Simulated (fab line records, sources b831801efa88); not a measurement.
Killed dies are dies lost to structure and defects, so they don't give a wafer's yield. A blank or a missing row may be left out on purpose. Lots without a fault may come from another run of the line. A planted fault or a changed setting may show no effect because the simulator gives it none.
Which tool did it? | flow gf180mcu | 14 lots, 42 wafers sampled, at 3 steps of a route of 602

WHAT THE GAUGES READ, wafer by wafer
GF_V1_THK_MEAS_03. Usual: V1_CVD_02_THK 849 nm, standard deviation 12.
lot  | measured     | on            | V1_CVD_02_THK (nm) | flag
L878 | day 16 20:59 | film_metro-01 | 832 818 834        |
L880 | day 17 13:47 | film_metro-02 | 827 841 830        |
L881 | day 17 20:07 | film_metro-01 | 846 857 849        |
L882 | day 18 06:26 | film_metro-01 | 844 842 857        |
L883 | day 18 13:34 | film_metro-03 | 847 848 859        |
L884 | day 18 20:32 | film_metro-03 | 847 866 870        |
L888 | day 20 13:38 | film_metro-03 | 843 865 867        |
L889 | day 20 20:09 | film_metro-02 | 847 852 851        |
L890 | day 21 05:07 | film_metro-01 | 837 843 842        |
L892 | day 22 00:50 | film_metro-01 | 833 836 849        |
L894 | day 22 22:15 | film_metro-03 | 863 842 861        |
L899 | day 24 11:17 | film_metro-01 | 837 851 844        |
L900 | day 24 12:05 | film_metro-02 | 847 852 860        |
L901 | day 25 00:17 | film_metro-03 | 862 869 876        |

GF_V1_BOW_MEAS_05. Usual: V1_BOW 82 um, standard deviation 7.5.
lot  | measured     | on            | V1_BOW (um) | flag
L878 | day 16 21:21 | film_metro-01 | 82 74 76    |
L880 | day 17 14:09 | film_metro-02 | 86 74 74    |
L881 | day 17 20:30 | film_metro-02 | 82 85 83    |
L882 | day 18 06:53 | film_metro-02 | 81 75 61    |
L883 | day 18 13:56 | film_metro-03 | 83 76 82    |
L884 | day 18 20:56 | film_metro-01 | 72 82 82    |
L888 | day 20 14:01 | film_metro-01 | 86 83 86    |
L889 | day 20 20:38 | film_metro-02 | 71 78 85    |
L890 | day 21 05:29 | film_metro-03 | 76 102 90   |
L892 | day 22 01:13 | film_metro-01 | 88 79 76    |
L894 | day 22 22:37 | film_metro-03 | 82 72 80    |
L899 | day 24 11:39 | film_metro-03 | 87 77 75    |
L900 | day 24 12:26 | film_metro-01 | 76 98 97    |
L901 | day 25 00:44 | film_metro-02 | 84 79 80    |

GF_V1_CD_MEAS_14: target cd 260 nm. Usual: cd_nm 260.1 nm, standard deviation 0.94.
lot  | measured     | on        | cd_nm (nm)        | flag
L878 | day 17 20:40 | cd_sem-02 | 259.0 258.2 258.4 |
L880 | day 18 13:52 | cd_sem-01 | 259.4 260.6 260.6 |
L881 | day 18 20:49 | cd_sem-02 | 259.5 259.4 259.2 |
L882 | day 19 08:07 | cd_sem-02 | 259.4 259.3 257.5 |
L883 | day 19 14:31 | cd_sem-02 | 259.6 259.5 260.0 |
L884 | day 19 21:53 | cd_sem-02 | 259.0 259.1 258.8 |
L888 | day 21 14:49 | cd_sem-02 | 260.1 260.2 260.4 |
L889 | day 21 21:19 | cd_sem-02 | 260.4 260.3 260.7 |
L890 | day 22 05:12 | cd_sem-02 | 260.3 259.8 259.7 |
L892 | day 23 00:06 | cd_sem-02 | 262.3 261.5 261.0 |
L894 | day 23 21:11 | cd_sem-01 | 260.2 259.6 260.5 |
L899 | day 25 08:47 | cd_sem-01 | 259.7 259.3 259.1 |
L900 | day 25 09:38 | cd_sem-01 | 260.4 260.3 260.2 |
L901 | day 25 21:49 | cd_sem-02 | 260.0 260.6 260.5 |

WHICH TOOL RAN EACH LOT (tool, then ch and the chambers of the sampled wafers, then the start)
The record holds no process step before these readings.

WHAT THE TOOLS THEMSELVES READ (means of the sampled wafers that have a number; where no wafer has one, the mark that the record gives instead)
The record holds no such reading with a usual standard deviation.

THE ANSWER, worked out from the rows above alone
Rule: a lot is off if the mean of its wafers that have a number lies more than 3 standard deviations from the usual mean. A lot without any number at a reading at which 4 lots or more have one is off too. The other lots that the step has rows for count as sound. The gauges are gone through in route order, then the tools' own readings, and for those a lot's mean is taken as printed above. The first step at which some lot is off is used, and at that step the reading that is off furthest; a lot without a number counts as furthest.
No lot is off at any reading shown: from this, nothing can be told.

WHAT THE SIMULATOR HAD PUT IN
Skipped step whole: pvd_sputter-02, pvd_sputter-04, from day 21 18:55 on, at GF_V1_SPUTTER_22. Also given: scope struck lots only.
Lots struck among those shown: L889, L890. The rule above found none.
